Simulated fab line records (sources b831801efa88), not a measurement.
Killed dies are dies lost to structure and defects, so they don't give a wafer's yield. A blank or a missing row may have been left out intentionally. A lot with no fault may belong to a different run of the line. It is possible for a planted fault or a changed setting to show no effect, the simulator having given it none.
Which of the tools did it? -- flow gf180mcu -- Sampling: 11 lots, 33 wafers, 5 of 602 route steps

WHAT THE GAUGES SHOWED, per wafer
GF_V3_BOW_MEAS_05. Usual: V3_BOW typically reads 118 um, with standard deviation 7.6.
lot,measured,on,V3_BOW (um),flag
L379,day 21 15:26,film_metro-02,106 119 113,
L380,day 22 03:48,film_metro-03,114 123 112,
L381,day 22 16:15,film_metro-03,124 130 121,
L393,day 26 16:35,film_metro-02,124 129 127,
L394,day 27 01:54,film_metro-02,127 116 120,
L395,day 27 05:59,film_metro-02,116 128 119,
L397,day 27 19:49,film_metro-03,121 113 110,
L398,day 28 04:04,film_metro-04,124 115 124,
L399,day 28 08:01,film_metro-02,130 119 110,
L400,day 28 14:38,film_metro-03,124 118 125,
L401,day 28 20:50,film_metro-03,119 121 112,

GF_V4_RS_MEAS_24: a four-point-probe measurement. Usual: V4_W_RS typically reads 0.327 ohm/sq, with standard deviation 0.003.
lot,measured,on,V4_W_RS (ohm/sq),flag
L379,day 24 16:14,film_metro-04,0.328 0.329 0.330,
L380,day 25 03:53,film_metro-01,0.332 0.329 0.327,
L381,day 25 14:44,film_metro-04,0.335 0.336 0.330,
L393,day 29 08:20,film_metro-04,0.324 0.322 0.326,
L394,day 29 16:53,film_metro-01,0.330 0.325 0.328,
L395,day 29 20:29,film_metro-01,0.328 0.328 0.330,
L397,day 30 08:56,film_metro-04,0.326 0.331 0.325,
L398,day 30 16:43,film_metro-03,0.322 0.321 0.322,
L399,day 30 20:34,film_metro-04,0.328 0.324 0.328,
L400,day 31 02:32,film_metro-03,0.328 0.326 0.329,
L401,day 31 09:32,film_metro-03,0.325 0.321 0.325,

GF_V4_THK_MEAS_25: measures by xrf. Usual: V4_W_THK typically reads 353 nm, with standard deviation 4.2.
lot,measured,on,V4_W_THK (nm),flag
L379,day 24 16:21,film_metro-04,352 348 348,
L380,day 25 04:00,film_metro-01,354 358 361,
L381,day 25 14:52,film_metro-04,344 342 349,
L393,day 29 08:26,film_metro-04,356 359 356,
L394,day 29 17:00,film_metro-01,352 357 354,
L395,day 29 20:36,film_metro-01,355 355 353,
L397,day 30 09:03,film_metro-04,353 346 353,
L398,day 30 16:50,film_metro-03,360 356 359,
L399,day 30 20:40,film_metro-04,352 355 351,
L400,day 31 02:39,film_metro-03,348 349 348,
L401,day 31 09:38,film_metro-03,352 356 353,

EACH LOT AND THE TOOL THAT RAN IT (in order: tool; ch and the chambers of the sampled wafers; start)
lot,GF_V4_SPUTTER_21,GF_V4_CVD_23
L379,"pvd_sputter-02, day 24 16:01","cvd_w-01 ch 0,1, day 24 16:07"
L380,"pvd_sputter-02, day 25 03:40","cvd_w-01 ch 0,1, day 25 03:46"
L381,"pvd_sputter-02, day 25 14:32","cvd_w-01 ch 0,1, day 25 14:38"
L393,"pvd_sputter-04, day 29 08:05","cvd_w-02 ch 0,1, day 29 08:13"
L394,"pvd_sputter-02, day 29 16:40","cvd_w-01 ch 0,1, day 29 16:46"
L395,"pvd_sputter-02, day 29 20:16","cvd_w-02 ch 0,1, day 29 20:22"
L397,"pvd_sputter-02, day 30 08:43","cvd_w-02 ch 1, day 30 08:49"
L398,"pvd_sputter-04, day 30 16:24","cvd_w-01 ch 1, day 30 16:30"
L399,"pvd_sputter-01, day 30 20:13","cvd_w-01 ch 1, day 30 20:21"
L400,"pvd_sputter-04, day 31 02:19","cvd_w-02 ch 0,1, day 31 02:25"
L401,"pvd_sputter-02, day 31 09:18","cvd_w-02 ch 0, day 31 09:24"
- GF_V4_SPUTTER_21: material Ti, target thk 15 nm, time 80.02 s.
- GF_V4_CVD_23: deposits W, target thk 350 nm, time 104.9 s.

AS READ BY THE TOOLS THEMSELVES (means over the sampled wafers that have a number; for cases with no such wafer, the mark the record gives instead)
GF_V4_SPUTTER_21. Usual: throttle_valve_pct 29.8 %, standard deviation 1.
lot,tool,throttle_valve_pct (%),flag
L379,pvd_sputter-02,30.0,
L380,pvd_sputter-02,30.3,
L381,pvd_sputter-02,30.4,
L393,pvd_sputter-04,29.0,
L394,pvd_sputter-02,30.2,
L395,pvd_sputter-02,30.1,
L397,pvd_sputter-02,30.0,
L398,pvd_sputter-04,28.7,
L399,pvd_sputter-01,29.8,
L400,pvd_sputter-04,29.9,
L401,pvd_sputter-02,30.1,

GF_V4_CVD_23. Usual: heater_power_w 828 W, standard deviation 55.
lot,tool,heater_power_w (W),flag
L379,cvd_w-01,780,
L380,cvd_w-01,803,
L381,cvd_w-01,817,
L393,cvd_w-02,858,
L394,cvd_w-01,786,
L395,cvd_w-02,880,
L397,cvd_w-02,899,
L398,cvd_w-01,752,
L399,cvd_w-01,747,
L400,cvd_w-02,860,
L401,cvd_w-02,838,

THE ANSWER, worked out from the rows above alone
Rule: lot off if the mean of its wafers having a number is beyond 3 standard deviations from the usual mean. Also off: a lot with no number at a reading for which 4 or more lots have one. The other lots that the step has rows for count as sound. After the gauges, taken in route order, come the tools' own readings; for these a lot's mean is taken, as printed above. At the first step where some lot is off, the reading lying furthest off is the one used; lots without a number count as furthest.
Across all readings shown, no lot is off: no conclusion can be drawn from this.

WHAT HAD BEEN PUT IN BY THE SIMULATOR
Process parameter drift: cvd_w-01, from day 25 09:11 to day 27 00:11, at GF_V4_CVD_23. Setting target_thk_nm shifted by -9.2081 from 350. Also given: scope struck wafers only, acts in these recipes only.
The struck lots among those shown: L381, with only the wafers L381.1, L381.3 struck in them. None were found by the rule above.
